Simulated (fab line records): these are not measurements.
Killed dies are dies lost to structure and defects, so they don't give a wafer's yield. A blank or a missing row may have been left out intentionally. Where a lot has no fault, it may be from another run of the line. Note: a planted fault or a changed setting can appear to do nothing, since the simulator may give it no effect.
What tool caused it? | flow gf180mcu | Sampling: 14 lots, 41 wafers, 5 of 602 route steps

== WHAT THE GAUGES SHOWED, per wafer ==
GF_STI_CD_MEAS_12: target cd 220 nm.
lot  | measured    | on        | cd nm (nm)
L947 | day 2 01:05 | cd sem-01 | 220.3 220.8 219.8
L950 | day 2 17:07 | cd sem-02 | 219.5 219.3 219.2
L952 | day 3 03:26 | cd sem-01 | 221.5 221.3 219.9
L953 | day 3 08:04 | cd sem-01 | 219.0 219.9 220.1
L955 | day 3 19:35 | cd sem-02 | 220.2 219.9 220.6
L956 | day 4 01:38 | cd sem-02 | 220.5 220.4 220.5
L957 | day 4 04:29 | cd sem-02 | 219.2 219.1 219.0
L958 | day 4 10:31 | cd sem-01 | 219.8 220.0
L959 | day 4 15:17 | cd sem-01 | 220.2 218.8 220.1
L960 | day 4 20:32 | cd sem-01 | 220.5 220.6 218.7
L961 | day 5 01:37 | cd sem-01 | 218.1 218.1 219.5
L962 | day 5 06:28 | cd sem-02 | 219.6 218.7 219.3
L965 | day 5 22:17 | cd sem-01 | 220.7 220.7 221.2
L967 | day 6 09:52 | cd sem-02 | 220.0 219.7 220.0

GF_VT_IMPLANT_RS_MEAS_48: a four-point-probe measurement.
lot  | measured     | on            | LVPWELL_RS (ohm/sq)
L947 | day 7 12:07  | film metro-04 | 1193.3 1193.7 1192.5
L950 | day 8 09:38  | film metro-01 | 1199.0 1200.5 1194.3
L952 | day 9 00:02  | film metro-04 | 1198.7 1197.2 1196.6
L953 | day 9 04:23  | film metro-04 | 1198.7 1201.3 1200.7
L955 | day 9 22:00  | film metro-01 | 1191.5 1189.2 1192.3
L956 | day 10 02:12 | film metro-01 | 1197.1 1199.6 1190.1
L957 | day 10 08:35 | film metro-03 | 1196.4 1194.4 1198.7
L958 | day 10 15:24 | film metro-04 | 1196.3 1196.0
L959 | day 10 22:33 | film metro-04 | 1193.6 1192.7 1193.3
L960 | day 11 05:53 | film metro-03 | 1199.9 1197.4 1198.9
L961 | day 11 13:44 | film metro-04 | 1225.2 1225.8 1223.1
L962 | day 11 21:07 | film metro-01 | 1197.7 1198.6 1201.5
L965 | day 12 13:52 | film metro-03 | 1222.7 1221.5 1219.9
L967 | day 13 06:31 | film metro-03 | 1221.9 1218.8 1218.7

GF_PSD_CD_MEAS_07: target cd 400 nm.
lot  | measured     | on        | cd nm (nm)
L947 | day 14 06:50 | cd sem-02 | 399.4 399.0 397.8
L950 | day 15 05:29 | cd sem-01 | 401.3 401.9 402.1
L952 | day 15 22:38 | cd sem-01 | 399.4 395.3 396.2
L953 | day 16 08:11 | cd sem-02 | 401.3 401.6 401.8
L955 | day 17 06:02 | cd sem-01 | 402.1 399.8 402.6
L956 | day 17 11:39 | cd sem-01 | 392.8 397.0 399.2
L957 | day 17 18:32 | cd sem-01 | 401.4 403.6 400.1
L958 | day 18 03:03 | cd sem-01 | 398.9 399.1
L959 | day 18 14:49 | cd sem-01 | 397.3 398.8 399.3
L960 | day 18 20:09 | cd sem-01 | 398.2 401.9 400.6
L961 | day 19 09:22 | cd sem-02 | 400.1 398.3 399.7
L962 | day 19 17:02 | cd sem-02 | 401.1 403.8 402.7
L965 | day 20 13:21 | cd sem-02 | 399.0 400.2 398.5
L967 | day 21 04:56 | cd sem-02 | 398.0 398.2 398.5

GF_SAB_CD_MEAS_09: target cd 420 nm.
lot  | measured     | on        | cd nm (nm)
L947 | day 15 04:57 | cd sem-01 | 418.5 417.3 415.0
L950 | day 16 03:39 | cd sem-01 | 420.1 422.3 423.1
L952 | day 16 22:25 | cd sem-01 | 417.1 415.9 415.0
L953 | day 17 08:03 | cd sem-02 | 423.7 424.2 421.5
L955 | day 18 06:14 | cd sem-01 | 422.2 419.6 421.8
L956 | day 18 11:56 | cd sem-02 | 422.4 419.3 417.4
L957 | day 18 18:32 | cd sem-01 | 427.4 426.1 423.9
L958 | day 19 03:54 | cd sem-02 | 416.2 415.6
L959 | day 19 16:19 | cd sem-01 | 420.8 419.0 419.6
L960 | day 19 20:41 | cd sem-02 | 419.9 422.5 420.7
L961 | day 20 08:53 | cd sem-02 | 426.2 424.6 422.9
L962 | day 20 17:27 | cd sem-01 | 420.3 418.9 417.8
L965 | day 21 14:08 | cd sem-01 | 417.8 419.3 420.0
L967 | day 22 05:17 | cd sem-01 | 423.2 422.6 422.9

== WHAT TOOL EACH LOT RAN ON (gives the tool, then ch and the chambers of the sampled wafers, and finally the start) ==
lot  | GF_LVPWELL_IMPLANT_09
L947 | implanter-02 ch 0, day 3 20:08
L950 | implanter-02 ch 0, day 4 14:39
L952 | implanter-04 ch 0, day 5 02:29
L953 | implanter-02 ch 0, day 5 06:44
L955 | implanter-04 ch 0, day 5 19:44
L956 | implanter-04 ch 0, day 6 00:41
L957 | implanter-03 ch 0, day 6 04:44
L958 | implanter-03 ch 0, day 6 10:56
L959 | implanter-02 ch 0, day 6 16:27
L960 | implanter-02 ch 0, day 6 21:35
L961 | implanter-02 ch 0, day 7 04:37
L962 | implanter-04 ch 0, day 7 10:47
L965 | implanter-02 ch 0, day 7 23:38
L967 | implanter-02 ch 0, day 8 14:26
- GF_LVPWELL_IMPLANT_09

== WHAT THE TOOLS THEMSELVES READ (means of the sampled wafers that have a number; where no wafer has one, the mark that the record gives instead) ==
GF_LVPWELL_IMPLANT_09.
lot  | tool         | dose ions cm2 | faraday current uA | tilt deg (degrees)
L947 | implanter-02 | 5e+12         | 28.3               | 0.020
L950 | implanter-02 | 5e+12         | 28.4               | -0.040
L952 | implanter-04 | 5e+12         | 27.8               | -0.017
L953 | implanter-02 | 5e+12         | 28.0               | -0.033
L955 | implanter-04 | 5e+12         | 28.5               | 0.019
L956 | implanter-04 | 5e+12         | 28.4               | 0.027
L957 | implanter-03 | 5e+12         | 28.3               | -0.000
L958 | implanter-03 | 5e+12         | 27.3               | -0.019
L959 | implanter-02 | 5e+12         | 28.0               | -0.026
L960 | implanter-02 | 5e+12         | 28.6               | 0.021
L961 | implanter-02 | 4e+12         | 25.0               | -0.008
L962 | implanter-04 | 5e+12         | 28.7               | 0.018
L965 | implanter-02 | 4e+12         | 25.4               | -0.001
L967 | implanter-02 | 4e+12         | 25.2               | -0.005

== THE ANSWER, worked out from the rows above alone ==
Rule: the usual values come from the lots themselves. The widest of any qualifying gaps counts: lots, ordered by their means at a reading, are off when they make up no more than a third of the lots, leave a main group of 4 or more, and stand apart from it by 3 or more times the standard deviation of that group's means. A main group whose means are all the same, to the digits that the tables above print for the reading, isn't used. Also off: a lot with no number at a reading for which 4 or more lots have one. The other lots that the step has rows for count as sound. After the gauges, taken in route order, come the tools' own readings; for these a lot's mean is taken, as printed above. At the first step where some lot is off, the reading lying furthest off is the one used; lots without a number count as furthest.
Off: L961, L965, L967, seen at GF_VT_IMPLANT_RS_MEAS_48 (LVPWELL_RS). Mean 1196.3 ohm/sq and standard deviation 2.7 in the main group.
A tool fits if, at a process step before that reading, it ran every lot that is off, and no sound lot after the first of them. Not tried: the gauges at GF_VT_IMPLANT_RS_MEAS_48; whatever is off there is also off at GF_LVPWELL_IMPLANT_09, on other tools, and gauge error can't account for it. One fits: GF_LVPWELL_IMPLANT_09 on implanter-02. Its last sound lot is L960 (day 6 21:35), its first lot that is off L961 (day 7 04:37): a fault that began between those two fits.
The tool's own readings at GF_LVPWELL_IMPLANT_09 bear it out: on the lots that are off they differ by more than 5 times the standard deviation of the sound lots' means. dose ions cm2 reads 4e+12 there against 5e+12 on the sound lots; faraday current uA reads 25.2 there against 28.2 on the sound lots.

== WHAT THE SIMULATOR HAD PUT IN ==
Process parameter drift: implanter-02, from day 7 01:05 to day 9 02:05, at GF_LVPWELL_IMPLANT_09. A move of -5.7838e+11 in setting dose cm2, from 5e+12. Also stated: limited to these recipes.
Struck lots among those shown: L961, L965, L967. The rule given above showed the same thing.
